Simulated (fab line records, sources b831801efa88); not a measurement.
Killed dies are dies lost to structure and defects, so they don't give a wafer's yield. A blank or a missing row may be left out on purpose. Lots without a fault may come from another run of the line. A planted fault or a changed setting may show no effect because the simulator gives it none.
Split-lot experiment | flow sky130 | 5 lots, 27 wafers read, on a route of 708 steps

THE SPLIT
At SKY_METAL5_SPUTTER_04 (material TiN, target thk 70 nm, time 58.3 s), the setting time_s was moved away from the recipe's 58.3 s on 9 of the 27 wafers read, by -55.7% to +54.7%. The other wafers ran this setting at the recipe's value.

The file shows no step between the split and the reading.

THE READING
METAL5_ALCU_THK, in nm, at SKY_METAL5_THK_MEAS_06 (measures by xrf). Fault-free wafers of this fab line usually give 1163 nm, standard deviation 16 nm.

wafer  | tool, chamber at the split | time_s as run, s | against the recipe | METAL5_ALCU_THK, nm | against lot-mates on the recipe
L076.1 | pvd_sputter-03, -          | 90.17            | +54.7%             | 1070                | -115
L076.2 | pvd_sputter-03, -          | 90.17            | +54.7%             | 1083                | -102
L076.3 | pvd_sputter-03, -          | 90.17            | +54.7%             | 1084                | -101
L076.4 | pvd_sputter-03, -          | 58.3             | recipe             | 1185                | -
L076.5 | pvd_sputter-03, -          | 58.3             | recipe             | 1173                | -
L076.6 | pvd_sputter-03, -          | 58.3             | recipe             | 1198                | -
L078.3 | pvd_sputter-02, -          | 58.3             | recipe             | 1144                | -
L078.4 | pvd_sputter-02, -          | 58.3             | recipe             | 1152                | -
L078.5 | pvd_sputter-02, -          | 58.3             | recipe             | 1158                | -
L079.1 | pvd_sputter-01, -          | 25.84            | -55.7%             | 1279                | +121
L079.2 | pvd_sputter-01, -          | 58.3             | recipe             | 1150                | -
L079.3 | pvd_sputter-01, -          | 25.84            | -55.7%             | 1275                | +117
L079.4 | pvd_sputter-01, -          | 25.84            | -55.7%             | 1265                | +107
L079.5 | pvd_sputter-01, -          | 58.3             | recipe             | 1165                | -
L079.6 | pvd_sputter-01, -          | 58.3             | recipe             | 1160                | -
L084.1 | pvd_sputter-02, -          | 58.3             | recipe             | 1169                | -
L084.2 | pvd_sputter-02, -          | 58.3             | recipe             | 1163                | -
L084.3 | pvd_sputter-02, -          | 58.3             | recipe             | 1183                | -
L084.4 | pvd_sputter-02, -          | 58.3             | recipe             | 1168                | -
L084.5 | pvd_sputter-02, -          | 58.3             | recipe             | 1160                | -
L084.6 | pvd_sputter-02, -          | 58.3             | recipe             | 1186                | -
L083.1 | pvd_sputter-02, -          | 85.91            | +47.4%             | 1065                | -91
L083.2 | pvd_sputter-02, -          | 58.3             | recipe             | 1172                | -
L083.3 | pvd_sputter-02, -          | 58.3             | recipe             | 1135                | -
L083.4 | pvd_sputter-02, -          | 85.91            | +47.4%             | 1048                | -108
L083.5 | pvd_sputter-02, -          | 85.91            | +47.4%             | 1053                | -103
L083.6 | pvd_sputter-02, -          | 58.3             | recipe             | 1160                | -

THE FIT
A straight line over all 27 wafers: METAL5_ALCU_THK changes by -1.91 nm for each +1% of time_s; r = -0.96; the points scatter about the line by 16 nm.
The same after taking each lot's own level away (the mean of its wafers on the recipe; 27 wafers): -2.04 nm for each +1%; r = -0.99; scatter 9.6 nm.
On that fit, the largest move of time_s shifts the reading by 1.1e+02 nm.
The lots' own levels span 1151.3 to 1185.3 nm, that is 2.1 times the standard deviation above.
So the lot-to-lot level changes the slope little: the two slopes agree.
Check: with one of the wafers moved furthest among these (-55.7%) left out of the fit, the line predicts +112 nm for it against its lot-mates. It came out at +121 nm against them.

OTHER SPLITS ON THESE WAFERS
These wafers also went through other splits before the reading. Each is held against what the fit with the lots' levels taken away leaves over:
other split on the same wafers | wafers away from the commonest value | r with METAL5_ALCU_THK (lot level and that fit taken away)
SKY_CAP2M_METAL_ETCH_13 time_s | 9                                    | -0.20

THE WHOLE CHAIN: every reading that the file lists as answering this split, in the file's order
step                   | what it does                                | reading                                                                          | change (the file's fit)             | r (the file's)
SKY_METAL5_SPUTTER_04  | material TiN, target thk 70 nm, time 58.3 s | TiN_of_METAL5_SPUTTER_04.thk_nm (the simulator's own value, which no gauge read) | +0.7 nm for each +1% of the setting | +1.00
SKY_METAL5_THK_MEAS_06 | measures by xrf                             | METAL5_ALCU_THK                                                                  | -2.03 for each +1% of the setting   | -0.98

THE FILE'S OWN FIT
METAL5_ALCU_THK changes by -2.03 nm for each +1% of time_s, r = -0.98.
